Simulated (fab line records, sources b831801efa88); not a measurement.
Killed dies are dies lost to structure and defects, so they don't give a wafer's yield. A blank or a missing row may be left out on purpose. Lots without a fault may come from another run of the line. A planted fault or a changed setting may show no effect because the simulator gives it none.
Which tool did it? | flow sky130 | 13 lots, 39 wafers sampled, at 2 steps of a route of 708

WHAT THE GAUGES READ, wafer by wafer
SKY_LDD_HVP_OVL_MEAS_07.
lot  | measured     | on         | LDD_HVP_OVL (nm)
L317 | day 23 18:47 | overlay-01 | 0.2 -3.0 -1.6
L319 | day 24 05:07 | overlay-01 | -1.3 -1.7 -3.2
L321 | day 25 07:23 | overlay-02 | -3.1 0.1 -3.6
L322 | day 25 13:53 | overlay-01 | 0.2 -0.2 -0.9
L325 | day 26 14:48 | overlay-01 | -2.4 -0.5 -0.8
L326 | day 26 19:10 | overlay-01 | 0.5 -0.9 1.7
L328 | day 27 16:29 | overlay-02 | -0.2 -1.8 -3.0
L330 | day 28 00:41 | overlay-01 | -0.2 0.0 -1.6
L331 | day 28 11:56 | overlay-01 | 0.4 -1.2 -0.1
L332 | day 28 13:48 | overlay-01 | -3.2 -3.8 -1.3
L333 | day 29 04:05 | overlay-01 | -0.5 -1.0 -1.7
L334 | day 29 12:07 | overlay-01 | -2.3 -1.5 -2.2
L335 | day 29 16:39 | overlay-01 | -4.9 -3.6 -3.9

WHICH TOOL RAN EACH LOT (tool, then ch and the chambers of the sampled wafers, then the start)
lot  | SKY_LDD_HVN_STRIP_09
L317 | plasma_asher-02 ch 0,1, day 22 12:28
L319 | plasma_asher-02 ch 0,1, day 22 23:32
L321 | plasma_asher-02 ch 0,1, day 24 01:38
L322 | plasma_asher-03 ch 0,1, day 24 08:12
L325 | plasma_asher-02 ch 0,1, day 25 09:37
L326 | plasma_asher-03 ch 0,1, day 25 13:38
L328 | plasma_asher-02 ch 0, day 26 10:55
L330 | plasma_asher-01 ch 0,1, day 26 19:53
L331 | plasma_asher-02 ch 0,1, day 27 06:57
L332 | plasma_asher-01 ch 0,1, day 27 09:42
L333 | plasma_asher-02 ch 0,1, day 28 00:04
L334 | plasma_asher-03 ch 0,1, day 28 07:31
L335 | plasma_asher-02 ch 0,1, day 28 12:45
- SKY_LDD_HVN_STRIP_09: strips in O2/N2.

WHAT THE TOOLS THEMSELVES READ (means of the sampled wafers that have a number; where no wafer has one, the mark that the record gives instead)
SKY_LDD_HVN_STRIP_09.
lot  | tool            | drypump_motor_current_A (A) | oes_product_au (a.u.) | strip_time_to_endpoint_s (s)
L317 | plasma_asher-02 | 5.4                         | 0.407                 | 4.132
L319 | plasma_asher-02 | 5.7                         | 0.406                 | 4.124
L321 | plasma_asher-02 | 5.4                         | 0.409                 | 4.136
L322 | plasma_asher-03 | 5.6                         | 0.408                 | 4.161
L325 | plasma_asher-02 | 5.4                         | 0.408                 | 4.150
L326 | plasma_asher-03 | 5.9                         | 0.413                 | 4.127
L328 | plasma_asher-02 | 5.2                         | 0.412                 | 4.134
L330 | plasma_asher-01 | 5.3                         | 0.408                 | 4.136
L331 | plasma_asher-02 | 5.4                         | 0.405                 | 4.146
L332 | plasma_asher-01 | 5.4                         | 0.409                 | 4.136
L333 | plasma_asher-02 | 5.4                         | 0.409                 | 4.115
L334 | plasma_asher-03 | 5.9                         | 0.410                 | 4.130
L335 | plasma_asher-02 | 5.6                         | 0.402                 | 4.127

THE ANSWER, worked out from the rows above alone
Rule: what is usual is taken from the lots themselves. Put in order of their means at a reading, lots are off if they are a third of the lots or fewer, leave a main group of 4 or more, and stand apart from it by a gap of 3 or more times the standard deviation of the main group's means; of several such gaps the widest counts. A main group whose means are all the same, to the digits that the tables above print for the reading, isn't used. A lot without any number at a reading at which 4 lots or more have one is off too. The other lots that the step has rows for count as sound. The gauges are gone through in route order, then the tools' own readings, and for those a lot's mean is taken as printed above. The first step at which some lot is off is used, and at that step the reading that is off furthest; a lot without a number counts as furthest.
No lot is off at any reading shown: from this, nothing can be told.

WHAT THE SIMULATOR HAD PUT IN
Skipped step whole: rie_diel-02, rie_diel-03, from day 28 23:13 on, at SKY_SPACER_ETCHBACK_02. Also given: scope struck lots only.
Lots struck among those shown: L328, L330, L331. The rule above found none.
